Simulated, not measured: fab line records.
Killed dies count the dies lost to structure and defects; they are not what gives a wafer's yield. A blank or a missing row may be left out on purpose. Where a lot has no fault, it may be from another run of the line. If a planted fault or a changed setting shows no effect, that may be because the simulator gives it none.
Which tool was responsible? | flow sky130 | 18 wafers sampled from 6 lots at 1 step of a route of 708

== WHAT EACH GAUGE READ, for each wafer ==
SKY_VIA3_OVL_MEAS_13.
lot  | measured     | on         | VIA3_OVL (nm)
L389 | day 41 02:21 | overlay-02 | -7 -8 -4
L393 | day 41 05:02 | overlay-02 | 10 11 13
L396 | day 41 19:51 | overlay-02 | 5 2 6
L398 | day 42 17:15 | overlay-02 | 12 4 7
L407 | day 45 02:08 | overlay-02 | 1 -4 3
L412 | day 46 12:04 | overlay-01 | -1 -1 0

== WHICH TOOL RAN EACH LOT (tool, then ch and the chambers of the sampled wafers, then the start) ==
The record shows no process step preceding these readings.

== THE ANSWER, worked out from the rows above alone ==
Rule: the usual values come from the lots themselves. The widest of any qualifying gaps counts: lots, ordered by their means at a reading, are off when they make up no more than a third of the lots, leave a main group of 4 or more, and stand apart from it by 3 or more times the standard deviation of that group's means. A main group is skipped when, at the precision printed for the reading in the tables above, its means are all equal. A lot without any number at a reading at which 4 lots or more have one is off too. The other lots that the step has rows for count as sound.
No lot is off at any reading shown: from this, nothing can be told.

== WHAT THE SIMULATOR PUT IN ==
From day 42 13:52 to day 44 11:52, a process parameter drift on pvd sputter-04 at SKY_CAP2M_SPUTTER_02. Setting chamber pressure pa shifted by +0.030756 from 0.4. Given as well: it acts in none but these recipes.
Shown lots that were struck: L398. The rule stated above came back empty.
